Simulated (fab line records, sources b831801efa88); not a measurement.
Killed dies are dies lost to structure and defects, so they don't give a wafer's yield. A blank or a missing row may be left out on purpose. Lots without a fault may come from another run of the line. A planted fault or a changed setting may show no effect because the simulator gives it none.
fab line records | flow sfq_line
record lots=14 wafers=42 last_day=82
route steps=325 shown I3@144 I4@174 JJ@189
lots that met no fault: from a run of the same line without faults
start_h: hours from the record's first day to the start of the lot's first wafer shown | wait_h: hours since the lot's step before | " the same as in the row above | L1.1+2: a row that stands for several wafers | - no value, or no start given | * or withheld: withheld | < > ~ a bound
route shown NAME@n: a module of which the file shows steps, and the number in the route of the first | usual: mean/standard deviation of fault-free wafers | same: alike in all rows | chamber/n: place in a boat | sites: the reading at each site | _std_site: their standard deviation | _edge_site: outer sites' mean less inner sites' | radius_mm: how far each site lies from the wafer's centre | mask NAME#n: copy n | behind: the tool/chamber that last shaped the wafer | hold: why the lot was held/for how many hours/how that ended | device: the transistor (n, p or np) that didn't switch | end of line: the same wafers' tests at the end of the route | a step without rows: its recipe alone | killed: dies lost to structure and defects at the first sort, not the wafer's yield | map: a wafer's dies, x killed, . not, _ none there
set.NAME: the setting as run; set.NAME@STEP: as run at that earlier step | model.NAME: the simulator's own value behind a step, which no gauge read
steps of the route over a sample of lots; a table a step, a row a wafer
services: from which hour (start_h, from the record's first day; less than 0 if before it) a tool's chamber was out of use, for how many hours, and why
## steps
# step SFQ_TRILAYER_I3_VIA_BARC_OPEN_VIA_ETCH_121
# recipe mask_material=PR chemistry=O2 target_depth_nm=125 target=BARC source_w=500 bias_w=80 pressure_mtorr=30 time_s=41.7
# usual drypump_motor_current_A=5.8/0.62 oes_product_au=0.685/0.005
# columns lot.wafer tool chamber start_h wait_h drypump_motor_current_A oes_product_au rf_hours_counter_h
L849.1 rie_diel-03 1 841.39 0.0 6.5 0.686 3
L849.2 " 0 " " 5.1 0.685 17
L849.5 " 2 " " 6.5 0.688 -
L850.1 rie_diel-04 1 851.06 0.0 6.2 0.677 19
L850.2 " 0 " " 5.6 0.692 4
L850.3 " 2 " " 5.6 0.680 7
L851.2 rie_diel-04 0 859.40 0.0 5.6 0.687 4
L851.4 " 2 " " 5.7 0.690 7
L851.6 " 3 " " 6.2 0.690 -
L856.2 rie_diel-02 3 994.74 0.0 5.8 0.689 11
L856.3 " 1 " " 4.8 0.684 6
L856.6 " 1 " " 4.8 0.685 -
L857.2 rie_diel-03 2 997.14 0.0 6.5 0.674 13
L857.3 " 1 " " 6.5 0.690 6
L857.4 " 3 " " 5.2 0.677 10
L861.1 rie_diel-03 3 1199.93 0.0 5.2 0.679 13
L861.3 " 1 " " 6.5 0.692 9
L861.4 " 2 " " 6.5 0.680 16
L865.1 rie_diel-03 2 1227.65 0.0 6.5 0.684 17
L865.5 " 3 " " 5.3 0.686 -
L865.6 " 2 " " 6.5 0.679 -
L866.3 rie_diel-04 0 1286.21 0.0 5.5 0.688 11
L866.5 " 3 " " 6.3 0.687 -
L866.6 " 2 " " 5.6 0.682 -
L867.1 rie_diel-02 2 1291.01 0.0 5.6 0.690 16
L867.2 " 3 " " 5.8 0.689 16
L867.3 " 0 " " 6.4 0.681 11
L868.1 rie_diel-03 3 1311.41 0.0 5.2 0.681 15
L868.5 " 3 " " 5.2 0.679 -
L868.6 " 0 " " 5.1 0.686 -
L869.1 rie_diel-03 0 1322.21 0.0 5.1 0.691 4
L869.3 " 2 " " 6.5 0.700 19
L869.5 " 3 " " 5.2 0.687 -
L870.1 rie_diel-02 1 1323.41 0.0 4.8 0.684 11
L870.2 " 0 " " 6.4 0.677 12
L870.5 " 2 " " 5.6 0.693 -
L871.2 rie_diel-04 2 1324.61 0.0 5.7 0.682 16
L871.4 " 3 " " 6.2 0.688 10
L871.6 " 3 " " 6.2 0.687 -
L872.2 rie_diel-03 3 1327.01 0.0 5.2 0.684 16
L872.3 " 0 " " 5.1 0.690 4
L872.4 " 1 " " 6.5 0.682 11
# step SFQ_TRILAYER_I4_VIA_BARC_OPEN_VIA_ETCH_146
# recipe mask_material=PR chemistry=O2 target_depth_nm=125 target=BARC source_w=500 bias_w=80 pressure_mtorr=30 time_s=41.7
# usual drypump_motor_current_A=5.7/0.57 oes_product_au=0.685/0.0047
# columns lot.wafer tool chamber start_h wait_h drypump_motor_current_A oes_product_au rf_hours_counter_h
L849.1 rie_diel-04 0 1117.00 0.0 5.5 0.677 7
L849.2 " 2 " " 5.7 0.682 11
L849.5 " 0 " " 5.6 0.679 -
L850.1 rie_diel-02 3 1118.20 0.0 5.8 0.683 13
L850.2 " 0 " " 6.4 0.678 8
L850.3 " 1 " " 4.8 0.694 8
L851.2 rie_diel-01 0 1121.80 0.0 5.7 0.690 21
L851.4 " 2 " " 5.6 0.685 12
L851.6 " 2 " " 5.6 0.683 -
L856.2 rie_diel-02 1 1150.60 0.0 4.8 0.684 8
L856.3 " 3 " " 5.8 0.681 14
L856.6 " 0 " " 6.4 0.683 -
L857.2 rie_diel-01 0 1151.80 0.0 5.7 0.678 0
L857.3 " 2 " " 5.7 0.682 13
L857.4 " 1 " " 4.7 0.690 1
L861.1 rie_diel-04 3 1211.10 0.0 6.3 0.682 7
L861.3 " 0 " " 5.5 0.686 10
L861.4 " 1 " " 6.2 0.679 2
L865.1 rie_diel-02 2 1243.33 0.0 5.6 0.679 16
L865.5 " 2 " " 5.6 0.691 -
L865.6 " 3 " " 5.8 0.684 -
L866.3 rie_diel-01 2 1302.48 0.0 5.7 0.690 16
L866.5 " 2 " " 5.7 0.686 -
L866.6 " 1 " " 4.7 0.679 -
L867.1 rie_diel-02 0 1309.68 0.0 6.4 0.688 11
L867.2 " 1 " " 4.8 0.689 11
L867.3 " 2 " " 5.6 0.683 17
L868.1 rie_diel-02 2 1337.28 0.0 5.6 0.682 17
L868.5 " 2 " " 5.6 0.688 -
L868.6 " 0 " " 6.4 0.685 -
L869.1 rie_diel-01 0 1447.80 0.0 5.7 0.680 5
L869.3 " 3 " " 6.5 0.690 10
L869.5 " 0 " " 5.7 0.690 -
L870.1 rie_diel-02 3 1452.60 0.0 5.8 0.680 17
L870.2 " 0 " " 6.3 0.685 14
L870.5 " 0 " " 6.4 0.684 -
L871.2 rie_diel-01 3 1455.00 0.0 6.5 0.686 10
L871.4 " 2 " " 5.6 0.679 18
L871.6 " 2 " " 5.6 0.682 -
L872.2 rie_diel-01 3 1459.80 0.0 6.5 0.690 10
L872.3 " 0 " " 5.7 0.682 5
L872.4 " 2 " " 5.6 0.690 18
# step SFQ_TRILAYER_JJ_CE_LITHO_PEB_117
# recipe peb_temp_c=115 peb_time_s=60 resist=KrF
# usual heater_power_total_W=79.15/0.069 plate_temp_C=115.01/0.13
# columns lot.wafer tool chamber start_h wait_h heater_power_total_W plate_temp_C
L849.1 litho_track-04 0 1249.75 1.0 79.22 115.00
L849.2 " 0 " " 79.18 114.83
L849.5 " 0 " " 79.25 115.10
L850.1 litho_track-02 0 1253.48 1.0 79.14 115.02
L850.2 " 0 " " 79.17 115.05
L850.3 " 0 " " 79.17 115.06
L851.2 litho_track-04 0 1254.70 0.8 79.13 114.89
L851.4 " 0 " " 79.25 114.95
L851.6 " 0 " " 79.07 114.98
L856.2 litho_track-04 0 1277.50 0.8 77.63 113.08
L856.3 " 0 " " 77.46 113.23
L856.6 " 0 " " 77.65 113.21
L857.2 litho_track-04 0 1278.70 0.8 77.58 113.23
L857.3 " 0 " " 77.53 113.50
L857.4 " 0 " " 77.55 113.45
L861.1 litho_track-01 0 1343.48 1.0 79.23 115.06
L861.3 " 0 " " 79.19 115.03
L861.4 " 0 " " 79.15 115.11
L865.1 litho_track-04 0 1370.54 1.0 79.11 115.04
L865.5 " 0 " " 79.10 115.00
L865.6 " 0 " " 79.07 115.10
L866.3 litho_track-01 0 1422.32 0.7 79.03 114.94
L866.5 " 0 " " 79.11 114.95
L866.6 " 0 " " 79.27 115.01
L867.1 litho_track-04 0 1427.07 1.0 78.98 115.03
L867.2 " 0 " " 79.06 114.98
L867.3 " 0 " " 79.16 114.95
L868.1 litho_track-04 0 1446.27 1.0 79.24 115.11
L868.5 " 0 " " 79.24 115.10
L868.6 " 0 " " 79.10 115.23
L869.1 litho_track-02 0 1536.27 1.0 79.19 114.84
L869.3 " 0 " " 79.14 114.87
L869.5 " 0 " " 79.15 114.99
L870.1 litho_track-02 0 1542.27 1.0 79.15 115.11
L870.2 " 0 " " 79.18 114.91
L870.5 " 0 " " 79.22 114.97
L871.2 litho_track-02 0 1544.69 0.8 79.17 115.23
L871.4 " 0 " " 79.09 115.26
L871.6 " 0 " " 79.17 115.21
L872.2 litho_track-02 0 1548.29 0.8 79.26 115.20
L872.3 " 0 " " 79.14 115.03
L872.4 " 0 " " 79.23 114.91
# step SFQ_TRILAYER_JJ_CE_METRO_MEASURE_117
# usual cd_nm=700.1/1.4
# columns lot.wafer tool chamber start_h wait_h cd_nm
L849.1 cd_sem-02 - 1250.09 0.0 697.6
L849.2 " - " " 698.0
L849.5 " - " " 698.3
L850.1 cd_sem-02 - 1253.81 0.0 700.7
L850.2 " - " " 700.7
L850.3 " - " " 699.8
L851.2 cd_sem-01 - 1255.21 0.2 700.7
L851.4 " - " " 699.7
L851.6 " - " " 700.8
L856.2 cd_sem-01 - 1278.01 0.2 733.4
L856.3 " - " " 733.1
L856.6 " - " " 733.2
L857.2 cd_sem-02 - 1279.21 0.2 733.1
L857.3 " - " " 733.5
L857.4 " - " " 733.3
L861.1 cd_sem-02 - 1343.81 0.0 698.8
L861.3 " - " " 697.1
L861.4 " - " " 699.0
L865.1 cd_sem-02 - 1370.88 0.0 699.8
L865.5 " - " " 700.8
L865.6 " - " " 698.7
L866.3 cd_sem-02 - 1423.00 0.4 700.1
L866.5 " - " " 698.8
L866.6 " - " " 700.1
L867.1 cd_sem-02 - 1427.40 0.0 699.2
L867.2 " - " " 699.8
L867.3 " - " " 698.8
L868.1 cd_sem-01 - 1446.60 0.0 700.9
L868.5 " - " " 701.9
L868.6 " - " " 701.7
L869.1 cd_sem-02 - 1536.60 0.0 699.2
L869.3 " - " " 699.4
L869.5 " - " " 699.7
L870.1 cd_sem-01 - 1542.60 0.0 699.0
L870.2 " - " " 700.5
L870.5 " - " " 699.8
L871.2 cd_sem-02 - 1545.20 0.2 699.0
L871.4 " - " " 699.1
L871.6 " - " " 698.5
L872.2 cd_sem-01 - 1548.80 0.2 700.3
L872.3 " - " " 698.9
L872.4 " - " " 699.4
# step SFQ_TRILAYER_JJ_CE_ETCH_RIE_118
# recipe target=Nb stop_on=Al2O3 mask_material=PR taper_deg=13.257 over_etch_frac=0.15 time_s=97.7 chemistry=SF6 target_depth_nm=170 icp_w=600 bias_w=80 pressure_mtorr=10
# usual drypump_motor_current_A=5.7/0.53 oes_product_au=0.989/0.0071
# columns lot.wafer tool chamber start_h wait_h drypump_motor_current_A oes_product_au rf_hours_counter_h
L849.1 rie_metal-04 0 1251.38 0.1 5.3 0.990 36
L849.2 " 1 " " 5.0 0.988 105
L849.5 " 0 " " 5.2 0.988 -
L850.1 rie_metal-01 1 1255.10 0.1 5.5 0.999 117
L850.2 " 0 " " 6.1 0.992 31
L850.3 " 0 " " 6.1 0.987 -
L851.2 rie_metal-01 0 1256.30 0.1 6.1 0.985 31
L851.4 " 1 " " 5.5 0.977 -
L851.6 " 0 " " 6.1 0.987 -
L856.2 rie_metal-04 0 1279.10 0.1 5.3 0.996 40
L856.3 " 1 " " 5.0 0.997 -
L856.6 " 1 " " 5.0 0.998 -
L857.2 rie_metal-01 0 1280.30 0.1 6.1 0.996 35
L857.3 " 1 " " 5.5 0.996 -
L857.4 " 0 " " 6.1 0.986 -
L861.1 rie_metal-02 0 1345.20 0.2 6.4 0.984 36
L861.3 " 0 " " 6.4 0.989 -
L861.4 " 0 " " 6.4 0.982 -
L865.1 rie_metal-01 1 1372.17 0.1 5.5 0.987 1
L865.5 " 1 " " 5.5 0.984 -
L865.6 " 0 " " 6.1 0.990 -
L866.3 rie_metal-04 0 1423.93 0.1 5.3 0.996 -
L866.5 " 1 " " 5.0 0.986 -
L866.6 " 0 " " 5.2 0.988 -
L867.1 rie_metal-04 1 1428.69 0.1 5.0 0.992 136
L867.2 " 0 " " 5.3 1.002 65
L867.3 " 1 " " 5.0 0.991 -
L868.1 rie_metal-04 0 1447.99 0.2 5.3 0.994 70
L868.5 " 0 " " 5.3 1.003 -
L868.6 " 0 " " 5.3 1.007 -
L869.1 rie_metal-01 1 1537.89 0.1 5.5 0.979 23
L869.3 " 0 " " 6.1 0.980 -
L869.5 " 0 " " 6.1 0.982 -
L870.1 rie_metal-02 0 1543.89 0.1 6.4 0.986 72
L870.2 " 1 " " 5.6 0.990 19
L870.5 " 1 " " 5.6 0.984 -
L871.2 rie_metal-02 1 1546.29 0.1 5.6 0.981 19
L871.4 " 1 " " 5.5 0.974 -
L871.6 " 1 " " 5.6 0.988 -
L872.2 rie_metal-02 1 1549.89 0.1 5.6 0.987 20
L872.3 " 0 " " 6.5 0.979 -
L872.4 " 1 " " 5.6 0.980 -
## services
# columns tool chamber start_h hours kind
rie_diel-02 - 836.02 10.0 pm
cd_sem-02 - 854.26 0.4 pm
cd_sem-02 - 863.47 0.4 pm
cd_sem-02 - 907.09 1.4 pm
rie_diel-02 0 909.13 7.5 repair
rie_diel-02 2 909.38 58.0 repair
cd_sem-02 - 953.08 0.5 pm
rie_diel-02 - 1007.97 0.5 repair
cd_sem-02 - 1038.26 0.4 pm
cd_sem-02 - 1047.47 1.1 pm
rie_diel-02 - 1055.97 1.1 repair
rie_diel-02 0 1091.24 5.7 repair
cd_sem-02 - 1137.08 1.4 pm
cd_sem-02 - 1141.25 2.8 pm
rie_diel-02 - 1157.51 28.1 pm
cd_sem-02 - 1177.09 2.0 pm
rie_diel-02 3 1196.16 3.2 repair
rie_diel-02 2 1196.48 13.6 repair
cd_sem-02 - 1222.26 1.4 pm
cd_sem-02 - 1231.47 0.6 pm
rie_diel-02 1 1236.55 9.6 repair
rie_diel-02 3 1294.80 91.9 repair
cd_sem-02 - 1321.08 0.6 pm
rie_diel-02 3 1426.18 2.5 repair
## key
first_sign step=SFQ_TRILAYER_JJ_CE_LITHO_PEB_117 reading=heater_power_total_W direction=down sigmas=23 usual=79.15 struck=77.57
effect step=SFQ_TRILAYER_JJ_CE_LITHO_PEB_117 reading=plate_temp_C direction=down sigmas=13 usual=* struck=*
effect step=SFQ_TRILAYER_JJ_CE_METRO_MEASURE_117 reading=cd_nm direction=up sigmas=23 usual=700.1 struck=733.2
met_at SFQ_TRILAYER_JJ_CE_LITHO_PEB_117
struck_lots L856,L857
not_acting_at SFQ_TRILAYER_I3_VIA_BARC_OPEN_VIA_ETCH_121,SFQ_TRILAYER_I4_VIA_BARC_OPEN_VIA_ETCH_146,SFQ_TRILAYER_JJ_CE_ETCH_RIE_118
onset_between 1254.70 1277.50
fault kind=process_parameter_drift tool=litho_track-04 chamber=- onset_h=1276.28 steps=SFQ_TRILAYER_JJ_CE_LITHO_PEB_117 channel=peb_temp_c offset=* shape=step end_h=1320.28 acts_in=* stated=*
